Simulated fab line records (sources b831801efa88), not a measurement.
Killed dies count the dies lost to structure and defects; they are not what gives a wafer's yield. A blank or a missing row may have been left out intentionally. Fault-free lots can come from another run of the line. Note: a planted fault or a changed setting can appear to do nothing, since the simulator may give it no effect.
2 desks looking at one fault    flow sky130    each desk holds nothing but its own numbers, with what lay behind them at the end

## THE METROLOGY DESK
Means of the sampled wafers that have a number, per lot and without regard to the tool the lot ran on: this is what the gauges read. A lot is out of limits, marked OUT, if its mean lies more than 4 standard deviations from the usual mean; the brackets give that distance.
Columns: A = LI_CONTACT_W_RS at SKY_LI_CONTACT_RS_MEAS_22, usual 0.290 ohm/sq; B = LI_CONTACT_W_THK at SKY_LI_CONTACT_THK_MEAS_23, usual 386 nm
lot   first seen here  A                 B
L487  day 29 04:02     0.284             395
L488  day 30 01:07     0.294             379
L493  day 31 18:50     0.294             377
L494  day 32 05:51     0.271 (-6.0) OUT  419 (+7.4) OUT
L496  day 32 22:17     0.289             388
L504  day 36 04:18     0.289             386
L507  day 36 18:13     0.288             386
L509  day 36 22:01     0.289             386
L508  day 37 01:54     0.291             385
L510  day 37 04:59     0.287             390
This desk's finding: out of limits on L494; first on L494, day 32 05:51 (LI_CONTACT_W_RS at SKY_LI_CONTACT_RS_MEAS_22). In limits: L487, L488, L493, L496, L504, L507, L509, L508, L510.

## THE TOOL OWNER'S DESK: cvd_w-01
The tool's own readings at SKY_LI_CONTACT_CVD_21 (deposits W, target thk 400 nm, time 120.56 s): means of the sampled wafers that have a number, for each lot that ran on this tool. A lot is out of limits, marked OUT, if its mean lies more than 4 standard deviations from the usual mean; the brackets give that distance.
Columns: A = heater_power_w at SKY_LI_CONTACT_CVD_21, usual 783 W
lot   first seen here  A
L488  day 30 00:59     765
L493  day 31 18:41     775
L494  day 32 05:44     775
L508  day 37 01:46     759
This desk's finding: nothing out of limits on any of the 4 lots.

## PUT TOGETHER
An alarm was possible from the metrology desk at day 32 05:51, on L494.
Nothing out of limits was seen by the tool owner's desk.
On record at the tool owner's desk: L494, within its limits.
Every lot named ran SKY_LI_CONTACT_CVD_21 on cvd_w-01.

## WHAT HAD BEEN PUT IN BY THE SIMULATOR
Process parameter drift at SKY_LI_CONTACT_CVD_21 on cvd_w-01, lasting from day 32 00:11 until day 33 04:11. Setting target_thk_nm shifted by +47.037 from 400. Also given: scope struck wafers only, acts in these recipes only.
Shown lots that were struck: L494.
Delay in hours, fault start to first out-of-limits reading, per desk: metrology desk 6.
